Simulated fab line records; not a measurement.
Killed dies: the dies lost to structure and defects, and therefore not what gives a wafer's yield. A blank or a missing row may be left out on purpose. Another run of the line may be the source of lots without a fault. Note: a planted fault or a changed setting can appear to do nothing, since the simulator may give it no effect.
fab line records	flow sfqLine
record lots=14	wafers=42	lastDay=80
route steps=325 shown I4@173 JJ@180 A5B@210
lots that met no fault: taken from a fault-free run of the same line
startH: hours from the record's first day to the start of the lot's first wafer shown	waitH: time in hours since the lot's previous step	" as in the row above	L1.1+2: several wafers, shown together as one row	- value missing, or start not given	* or withheld: withheld	< > ~ a bound
route shown NAME@n: names a module that has steps shown in the file, with the first one's number in the route	usual: mean and standard deviation over wafers with no fault	same: alike in all rows	chamber/n: place in a boat	sites: readings site by site	_std_site: standard deviation of those values	_edge_site: outer sites' mean less inner sites'	radiusMm: for every site, how far away it sits from the centre of the wafer	mask NAME#n: copy n	behind: tool/chamber where the wafer was last shaped	hold: what put the lot on hold/how long, in hours/how the hold closed	device: whichever transistor did not switch (one of n, p or np)	end of line: the tests these same wafers got at the end of their route	for a step that has no rows: nothing shown but its recipe	killed: not the wafer's yield, but the dies lost to structure and defects at the first sort	map: dies across one wafer; x = killed, . = not, _ = none there
set.NAME: the run value of the setting; set.NAME@STEP: its run value at that earlier step	model.NAME: the simulator's own value behind a step, which no gauge read
route steps across a sampled set of lots; one table per step, one row per wafer
services: when a tool's chamber went out of use (startH, in hours from the record's first day, below 0 if earlier), for how many hours, and the reason
## steps
# step SFQ_I4_OVL_MEAS_928
# usual I4_OVL=2/6
lot.wafer	tool	chamber	startH	waitH	I4_OVL[nm]
L687.1	overlay-02	-	1101.88	0.1	6
L687.4	"	-	"	"	11
L687.6	"	-	"	"	12
L690.1	overlay-01	-	1255.45	0.1	-1
L690.3	"	-	"	"	-2
L690.4	"	-	"	"	-6
L691.2	overlay-02	-	1264.22	0.1	10
L691.4	"	-	"	"	8
L691.6	"	-	"	"	11
L692.2	overlay-02	-	1270.22	0.1	0
L692.4	"	-	"	"	5
L692.6	"	-	"	"	2
L693.1	overlay-02	-	1271.41	0.1	0
L693.4	"	-	"	"	11
L693.5	"	-	"	"	2
L694.2	overlay-01	-	1274.16	0.1	0
L694.4	"	-	"	"	4
L694.5	"	-	"	"	5
L695.1	overlay-02	-	1282.83	0.1	-2
L695.2	"	-	"	"	-11
L695.5	"	-	"	"	1
L697.4	overlay-02	-	1320.02	0.1	-1
L697.5	"	-	"	"	0
L697.6	"	-	"	"	-1
L698.1	overlay-02	-	1327.94	0.1	8
L698.5	"	-	"	"	12
L698.6	"	-	"	"	7
L699.3	overlay-02	-	1333.50	0.1	8
L699.4	"	-	"	"	2
L699.6	"	-	"	"	-5
L702.2	overlay-01	-	1441.11	0.1	-3
L702.3	"	-	"	"	4
L702.6	"	-	"	"	0
L704.1	overlay-01	-	1449.76	0.1	6
L704.3	"	-	"	"	4
L704.5	"	-	"	"	3
L708.1	overlay-02	-	1483.06	0.1	-4
L708.2	"	-	"	"	6
L708.3	"	-	"	"	-3
L709.3	overlay-01	-	1498.50	0.1	-1
L709.4	"	-	"	"	7
L709.6	"	-	"	"	5
# step SFQ_TRILAYER_JJ_TRILAYER_DEP_SPUTTER_110
# recipe material=Al	basePressurePa=1.33e-06	targetThkNm=8	powerW=500	timeS=10	chamberPressurePa=0.4
# usual throttleValvePct=29.5/0.6
lot.wafer	tool	chamber	startH	waitH	throttleValvePct
L687.1	pvdSputter-06	-	1102.95	0.0	29.4
L687.4	"	-	"	"	28.6
L687.6	"	-	"	"	28.7
L690.1	pvdSputter-03	-	1256.69	0.0	30.3
L690.3	"	-	"	"	29.0
L690.4	"	-	"	"	29.7
L691.2	pvdSputter-03	-	1265.28	0.0	29.5
L691.4	"	-	"	"	30.4
L691.6	"	-	"	"	29.2
L692.2	pvdSputter-05	-	1271.28	0.0	29.0
L692.4	"	-	"	"	29.5
L692.6	"	-	"	"	28.8
L693.1	pvdSputter-06	-	1272.48	0.0	30.9
L693.4	"	-	"	"	29.8
L693.5	"	-	"	"	30.8
L694.2	pvdSputter-03	-	1275.22	0.0	29.2
L694.4	"	-	"	"	30.4
L694.5	"	-	"	"	29.3
L695.1	pvdSputter-06	-	1283.89	0.0	29.3
L695.2	"	-	"	"	29.4
L695.5	"	-	"	"	29.3
L697.4	pvdSputter-05	-	1321.06	0.0	29.6
L697.5	"	-	"	"	28.5
L697.6	"	-	"	"	29.1
L698.1	pvdSputter-05	-	1329.01	0.0	29.0
L698.5	"	-	"	"	29.7
L698.6	"	-	"	"	28.9
L699.3	pvdSputter-03	-	1334.56	0.0	30.4
L699.4	"	-	"	"	29.5
L699.6	"	-	"	"	29.8
L702.2	pvdSputter-03	-	1442.17	0.0	29.5
L702.3	"	-	"	"	30.3
L702.6	"	-	"	"	29.3
L704.1	pvdSputter-06	-	1450.83	0.0	28.7
L704.3	"	-	"	"	30.8
L704.5	"	-	"	"	30.8
L708.1	pvdSputter-05	-	1484.13	0.0	29.2
L708.2	"	-	"	"	28.6
L708.3	"	-	"	"	29.6
L709.3	pvdSputter-03	-	1499.55	0.0	29.1
L709.4	"	-	"	"	30.3
L709.6	"	-	"	"	30.3
# step SFQ_TRILAYER_JJ_CE_BARC_OPEN_RIE_150
# recipe maskMaterial=PR	chemistry=O2	targetDepthNm=240	target=BARC	icpW=600	biasW=80	pressureMtorr=10	timeS=80
# usual drypumpMotorCurrentA=5.9/0.56	oesProductAu=0.538/0.0048	rfFwdPowerW=596.7/1.9
lot.wafer	tool	chamber	startH	waitH	drypumpMotorCurrentA	oesProductAu	rfFwdPowerW	rfHoursCounterH
L687.1	rieMetal-02	1	1226.69	1.0	6.3	0.538	597.3	95
L687.4	"	0	"	"	6.5	0.539	597.3	-
L687.6	"	0	"	"	6.6	0.537	597.3	-
L690.1	rieMetal-01	0	1276.74	1.0	5.3	0.533	599.0	86
L690.3	"	1	"	"	6.3	0.536	594.9	-
L690.4	"	0	"	"	5.3	0.546	599.7	-
L691.2	rieMetal-01	0	1277.94	0.8	5.3	0.540	596.0	86
L691.4	"	1	"	"	6.3	0.545	593.9	-
L691.6	"	0	"	"	5.3	0.531	594.4	-
L692.2	rieMetal-01	0	1279.14	0.8	5.3	0.537	597.2	87
L692.4	"	1	"	"	6.3	0.537	594.9	-
L692.6	"	1	"	"	6.3	0.542	592.2	-
L693.1	rieMetal-01	0	1280.34	1.0	5.3	0.530	596.8	87
L693.4	"	1	"	"	6.3	0.536	596.9	-
L693.5	"	0	"	"	5.3	0.540	597.3	-
L694.2	rieMetal-01	0	1281.54	0.8	5.3	0.540	598.8	87
L694.4	"	0	"	"	5.3	0.536	598.8	-
L694.5	"	0	"	"	5.3	0.541	596.6	-
L695.1	rieMetal-02	0	1301.61	1.0	6.5	0.542	597.8	68
L695.2	"	1	"	"	6.3	0.542	597.3	107
L695.5	"	1	"	"	6.3	0.545	596.6	-
L697.4	rieMetal-01	0	1334.81	0.4	5.3	0.535	593.1	-
L697.5	"	1	"	"	6.3	0.538	596.5	-
L697.6	"	0	"	"	5.3	0.545	593.9	-
L698.1	rieMetal-01	0	1335.98	1.0	5.3	0.529	595.7	96
L698.5	"	1	"	"	6.3	0.536	599.4	-
L698.6	"	0	"	"	5.3	0.540	594.6	-
L699.3	rieMetal-04	0	1339.36	0.6	5.7	0.552	595.5	-
L699.4	"	1	"	"	4.7	0.547	596.9	-
L699.6	"	0	"	"	5.7	0.535	596.1	-
L702.2	rieMetal-01	0	1463.59	0.8	5.3	0.546	599.4	115
L702.3	"	0	"	"	5.3	0.535	598.8	-
L702.6	"	0	"	"	5.3	0.539	598.6	-
L704.1	rieMetal-02	0	1465.99	1.0	6.5	0.544	594.4	98
L704.3	"	0	"	"	6.5	0.534	599.8	-
L704.5	"	1	"	"	6.2	0.532	596.4	-
L708.1	rieMetal-02	0	1590.14	1.0	6.5	0.532	595.3	114
L708.2	"	1	"	"	6.3	0.533	602.2	7
L708.3	"	1	"	"	6.3	0.537	601.0	-
L709.3	rieMetal-01	0	1614.17	0.6	5.3	0.534	593.8	-
L709.4	"	1	"	"	6.3	0.541	595.0	-
L709.6	"	0	"	"	5.3	0.538	597.4	-
# step SFQ_TRILAYER_A5B_CMP_CMP_130
# recipe stopOn=Nb	downForcePsi=3	platenRpm=60	targetThkNm=340.7
# usual edgeZonePressureFrac=1.000/0.0048	headPressurePsi=3.000/0.0064	motorCurrentA=10.4/0.79	slurryFlowMlMin=150.1/0.48
lot.wafer	tool	chamber	startH	waitH	edgeZonePressureFrac	headPressurePsi	motorCurrentA	slurryFlowMlMin
L687.1	cmp-02	0	1245.04	10.2	1.004	3.021	11.2	150.2
L687.4	"	2	1246.04	11.1	0.999	2.997	11.3	149.9
L687.6	"	0	1247.04	12.1	1.007	3.002	10.8	150.1
L690.1	cmp-02	2	1291.18	0.0	1.002	3.011	11.8	150.2
L690.4	"	0	1292.18	1.0	0.995	2.993	11.5	150.2
L690.3	"	1	"	"	1.004	3.000	10.4	150.3
L691.2	cmp-02	3	1294.18	0.6	1.000	2.997	10.2	150.3
L691.4	"	1	1295.18	1.6	1.000	2.996	9.6	149.6
L691.6	"	3	1296.18	2.6	0.998	2.996	10.5	150.1
L692.4	cmp-01	3	1298.80	2.1	0.996	2.989	9.6	150.4
L692.2	"	0	"	"	0.999	3.003	10.1	149.8
L692.6	"	3	1300.80	4.1	0.994	2.999	10.0	149.6
L693.4	cmp-01	3	1302.30	4.4	1.008	2.997	9.3	150.6
L693.1	"	0	"	"	1.003	3.000	9.5	149.9
L693.5	"	1	"	"	1.005	2.994	9.0	150.0
L694.4	cmp-02	2	1306.68	6.3	0.995	2.997	11.2	150.0
L694.2	"	3	"	"	0.994	2.997	10.4	149.5
L694.5	"	2	1308.68	8.3	0.992	3.002	11.2	149.6
L695.1	cmp-02	2	1325.18	9.2	1.004	2.995	11.1	149.1
L695.2	"	3	"	"	1.001	2.999	10.5	150.9
L695.5	"	0	"	"	0.994	3.001	11.9	150.2
L697.4	cmp-02	2	1439.91	10.8	-	-	-	-
L697.6	"	1	1441.41	12.3	-	-	-	-
L697.5	"	2	"	"	-	-	-	-
L698.1	cmp-01	3	1441.03	10.8	-	-	-	-
L698.6	"	3	1443.03	12.8	-	-	-	-
L698.5	"	0	"	"	-	-	-	-
L699.4	cmp-02	3	1448.41	12.1	0.997	3.001	11.1	149.7
L699.3	"	2	1449.91	13.7	0.992	2.999	10.8	149.7
L699.6	"	0	1450.91	14.6	1.005	3.014	11.3	149.6
L702.3	cmp-01	3	1493.89	23.2	1.001	3.006	9.9	150.2
L702.2	"	0	"	"	0.995	3.006	10.0	150.0
L702.6	"	2	1495.39	24.7	0.999	3.007	10.7	149.6
L704.3	cmp-01	0	1496.89	23.8	1.009	3.008	10.8	149.8
L704.1	"	1	"	"	0.997	3.000	9.1	150.9
L704.5	"	2	"	"	1.002	2.998	11.5	149.5
L708.3	cmp-02	3	1601.88	2.5	1.001	2.995	10.5	149.4
L708.2	"	0	"	"	0.993	2.990	11.1	150.5
L708.1	"	1	"	"	0.997	2.994	10.7	149.6
L709.3	cmp-02	3	1622.38	0.2	0.996	3.004	10.4	150.5
L709.4	"	2	1623.88	1.6	1.005	3.007	11.1	149.6
L709.6	"	0	1624.88	2.6	0.987	2.995	11.5	150.6
# step SFQ_TRILAYER_A5B_METRO_MEASURE_131
# usual thkNm=343/6.6
lot.wafer	tool	chamber	startH	waitH	thkNm
L687.1	filmMetro-02	-	1248.04	2.5	343
L687.4	"	-	"	"	341
L687.6	"	-	"	"	344
L690.1	filmMetro-03	-	1294.18	2.5	334
L690.3	"	-	"	"	344
L690.4	"	-	"	"	338
L691.2	filmMetro-02	-	1297.38	2.7	334
L691.4	"	-	"	"	345
L691.6	"	-	"	"	334
L692.2	filmMetro-01	-	1301.50	1.7	345
L692.4	"	-	"	"	353
L692.6	"	-	"	"	351
L693.1	filmMetro-03	-	1304.30	1.0	342
L693.4	"	-	"	"	354
L693.5	"	-	"	"	351
L694.2	filmMetro-03	-	1309.38	1.7	342
L694.4	"	-	"	"	344
L694.5	"	-	"	"	337
L695.1	filmMetro-03	-	1327.18	1.5	341
L695.2	"	-	"	"	339
L695.5	"	-	"	"	348
L697.4	filmMetro-03	-	1443.01	2.6	604
L697.5	"	-	"	"	607
L697.6	"	-	"	"	596
L698.1	filmMetro-02	-	1444.03	2.5	603
L698.5	"	-	"	"	608
L698.6	"	-	"	"	604
L699.3	filmMetro-03	-	1451.81	1.4	336
L699.4	"	-	"	"	340
L699.6	"	-	"	"	344
L702.2	filmMetro-01	-	1496.09	1.2	329
L702.3	"	-	"	"	342
L702.6	"	-	"	"	344
L704.1	filmMetro-01	-	1498.89	1.0	345
L704.3	"	-	"	"	339
L704.5	"	-	"	"	347
L708.1	filmMetro-03	-	1604.38	1.0	350
L708.2	"	-	"	"	344
L708.3	"	-	"	"	337
L709.3	filmMetro-03	-	1625.78	2.9	342
L709.4	"	-	"	"	342
L709.6	"	-	"	"	346
## services
tool	chamber	startH	hours	kind
cmp-02	-	1086.92	4.0	pm
cmp-02	-	1100.84	1.5	repair
rieMetal-01	1	1114.33	4.6	repair
cmp-02	-	1115.88	6.2	pm
filmMetro-03	-	1129.45	0.4	pm
cmp-02	-	1134.03	4.3	pm
cmp-02	-	1159.37	4.2	repair
filmMetro-03	-	1169.27	0.8	pm
cmp-02	-	1180.67	0.4	repair
cmp-02	-	1221.25	5.4	repair
cmp-02	-	1225.89	1.2	repair
rieMetal-01	-	1240.67	2.8	pm
filmMetro-03	-	1314.62	0.8	pm
filmMetro-03	-	1357.82	3.8	repair
rieMetal-01	-	1370.56	1.4	pm
filmMetro-03	-	1374.62	1.0	pm
filmMetro-03	-	1414.27	0.5	pm
cmp-02	-	1429.41	4.0	pm
cmp-02	-	1456.61	19.3	repair
cmp-02	-	1460.56	0.7	repair
filmMetro-03	-	1495.53	1.7	pm
filmMetro-03	-	1559.36	0.5	pm
cmp-02	-	1572.67	14.1	repair
filmMetro-03	-	1619.45	1.1	pm
## key
firstSign step=SFQ_TRILAYER_A5B_CMP_CMP_130	reading=toolRecord	direction=missing
effect step=SFQ_TRILAYER_A5B_METRO_MEASURE_131	reading=thkNm	direction=up	sigmas=40	usual=343	struck=604
metAt SFQ_TRILAYER_A5B_CMP_CMP_130
struckLots L697,L698
notActingAt SFQ_I4_OVL_MEAS_928,SFQ_TRILAYER_JJ_TRILAYER_DEP_SPUTTER_110,SFQ_TRILAYER_JJ_CE_BARC_OPEN_RIE_150
onsetBetween 1325.18 1439.91
fault kind=skippedStepWhole	tool=cmp-01,cmp-02	chamber=-	onsetH=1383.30	steps=SFQ_TRILAYER_A5B_CMP_CMP_130	scope=struckLotsOnly
